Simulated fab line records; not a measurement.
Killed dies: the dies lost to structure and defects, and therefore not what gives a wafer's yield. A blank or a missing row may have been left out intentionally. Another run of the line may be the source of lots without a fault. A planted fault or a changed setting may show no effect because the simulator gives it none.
Struck lot and sound lot, side by side    flow sky130    14 steps out of a route of 708
Sound: wafers L385.2, L385.3, L385.5. Wafers struck: L390.1, L390.2, L390.5. The cause is named last.
For every step that has rows: the tool of each side, followed by ch and its chambers, followed by its first start. Under that, the readings that differ: sound wafers    struck wafers    difference of the means    sigmas: that difference in standard deviations of wafers without a fault.
alike: readings whose means differ by less than 2 such deviations, and words and numbers that are the same on both sides. not compared: withheld readings, readings that some wafer has no value for, bounds like >300 that may hide the same value, and numbers for which the record gives no deviation and whose values overlap.
The two part at a step that has a row with sigmas, a row that says differs or no value, or rows on one side only. When numbers do not overlap yet have no deviation, they are printed without sigmas and do not part them. Lack of a reading on every wafer of one side parts them only where that side has two or more wafers.

first, 7 steps without rows for these wafers: SKY_METAL4_HMDS_06 (prime time 60 s); SKY_METAL4_COAT_07 (resist thk 60 nm); SKY_METAL4_COAT_08 (resist thk 1140 nm); SKY_METAL4_SOFTBAKE_09 (time 90 s); SKY_METAL4_EXPOSE_10 (exposes mask MM4, target cd 300 nm); SKY_METAL4_PEB_11; SKY_METAL4_DEVELOP_12 (develop time 60 s).
SKY_METAL4_CD_MEAS_13 targets a cd of 300 nm.
  struck on cd-sem-01, day 45 19:05; sound on cd-sem-01, day 44 01:04
  alike: cd-nm
SKY_METAL4_OVL_MEAS_14:
  struck on overlay-02, day 45 19:12; sound on overlay-02, day 44 01:11
  alike: METAL4_OVL
SKY_METAL4_DESCUM_15: chemistry O2, time 8 s.
  sound on rie-metal-04 ch 0,1, day 44 01:13; struck on rie-metal-04 ch 0,1, day 45 19:14
  alike: chamber-pressure-mTorr, drypump-motor-current-A, oes-product-au
  not compared: rf-hours-counter-h
SKY_METAL4_ETCH_16: etches BARC in N2/H2, stops on SiO2, time 88.2 s, target depth 60 nm.
  sound on rie-metal-04 ch 0,1, day 44 01:14; struck on rie-metal-04 ch 0,1, day 45 19:16
  alike: chamber-pressure-mTorr, drypump-motor-current-A, oes-product-au, throttle-valve-pct
  not compared: rf-hours-counter-h
SKY_METAL4_ETCH_17: etches SiO2 in C4F8/O2/Ar, stops on TiN, time 3.9 s, target depth 15 nm.
  sound on rie-diel-03 ch 0,1,2, day 44 01:20; struck on rie-diel-04 ch 0,1,3, day 45 19:22
  alike: chamber-pressure-mTorr, oes-product-au
  not compared: rf-hours-counter-h
SKY_METAL4_METAL_ETCH_18: etches the open film in Cl2/BCl3, stops on SiO2, target depth 845 nm, time 183.1 s.
  sound on rie-metal-03 ch 1, day 44 01:26; struck on rie-metal-03 ch 0,1, day 45 19:23
reading                                        sound              struck                   difference  sigmas
over-etch-frac                                 0.3 0.3 0.3        0.32338 0.32338 0.32338  +0.02338    
model.KrF-thick_of_METAL4_COAT_08.thk-nm (nm)  520.5 521.1 523.2  513.4 507.5 512.4        -10.5       
  alike: chamber-pressure-mTorr, drypump-motor-current-A, oes-product-au, throttle-valve-pct
  not compared: rf-hours-counter-h
SKY_METAL4_STRIP_19: strips in O2/N2.
  sound on plasma-asher-04 ch 0,1, day 44 01:50; struck on plasma-asher-04 ch 0,1, day 45 19:34
  alike: chamber-pressure-mTorr, drypump-motor-current-A, oes-product-au, strip-time-to-endpoint-s
  not compared: rf-hours-counter-h

== WHERE THEY PART ==
Nowhere in this record.

WHY: whatever the simulator had introduced
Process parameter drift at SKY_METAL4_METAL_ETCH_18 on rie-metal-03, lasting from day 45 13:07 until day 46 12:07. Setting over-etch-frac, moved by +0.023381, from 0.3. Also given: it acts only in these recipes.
